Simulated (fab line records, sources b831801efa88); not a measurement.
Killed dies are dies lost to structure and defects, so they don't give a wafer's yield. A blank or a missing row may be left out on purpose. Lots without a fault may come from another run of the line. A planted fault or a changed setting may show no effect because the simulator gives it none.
One fault seen from 2 desks | flow sky130 | each desk has only its own numbers; what lay behind them comes last

THE METROLOGY DESK
What the gauges read, lot by lot, whatever tool the lot ran on: means of the sampled wafers that have a number. A lot is out of limits, marked OUT, if its mean lies more than 4 standard deviations from the usual mean; the brackets give that distance.
Columns: A = FIELD_ISO_OXIDATION_01_THK at SKY_FIELD_ISO_THK_MEAS_23, usual 10.21 nm; B = VT_ADJUST_LVTN_01_OVL at SKY_VT_ADJUST_LVTN_OVL_MEAS_18, usual 1.7 nm; C = LDD_N_OVL at SKY_LDD_N_OVL_MEAS_07, usual 0.5 nm
lot  | first seen here | A     | B    | C
L231 | day 2 12:40     | 9.90  | 0.2  | 2.4
L232 | day 2 19:28     | 10.62 | 3.9  | -1.1
L233 | day 2 22:38     | 10.51 | 2.7  | 0.8
L234 | day 3 08:41     | 10.21 | 1.0  | -0.8
L236 | day 3 15:54     | 10.16 | 0.5  | 1.3
L237 | day 3 19:57     | 10.35 | 1.0  | -0.8
L238 | day 4 02:12     | 10.02 | 2.3  | -0.4
L239 | day 4 10:38     | 10.24 | 3.2  | -0.7
L241 | day 4 17:10     | 10.26 | 1.5  | -1.2
L242 | day 4 23:04     | 9.95  | 1.4  | 0.1
L248 | day 6 09:22     | 10.23 | -1.2 | -
L249 | day 6 16:18     | 9.96  | 1.3  | -
L252 | day 7 05:56     | 10.40 | 1.5  | 1.9
L253 | day 7 10:08     | 10.41 | 1.3  | 0.6
This desk's finding: nothing out of limits on any of the 14 lots.

THE TOOL OWNER'S DESK: iline_stepper-02
The tool's own readings at SKY_SONOS_TUNNEL_EXPOSE_04 (exposes mask TUNM, target cd 410 nm): means of the sampled wafers that have a number, for each lot that ran on this tool. A lot is out of limits, marked OUT, if its mean lies more than 4 standard deviations from the usual mean; the brackets give that distance.
Columns: A = exposure_dose_mJ_cm2 at SKY_SONOS_TUNNEL_EXPOSE_04, usual 136.02; B = focus_offset_nm at SKY_SONOS_TUNNEL_EXPOSE_04, usual 0.1 nm
lot  | first seen here | A      | B
L231 | day 11 01:29    | 135.95 | 0.2
L233 | day 11 13:19    | 135.93 | 0.5
L234 | day 12 07:53    | 136.06 | 0.1
L236 | day 12 15:39    | 135.97 | 0.3
L238 | day 13 09:40    | 136.06 | 0.8
L239 | day 14 04:42    | 136.01 | 0.5
L241 | day 14 09:25    | 135.99 | -0.3
This desk's finding: nothing out of limits on any of the 7 lots.

PUT TOGETHER
The metrology desk saw nothing out of limits.
The tool owner's desk saw nothing out of limits.

WHAT THE SIMULATOR HAD PUT IN
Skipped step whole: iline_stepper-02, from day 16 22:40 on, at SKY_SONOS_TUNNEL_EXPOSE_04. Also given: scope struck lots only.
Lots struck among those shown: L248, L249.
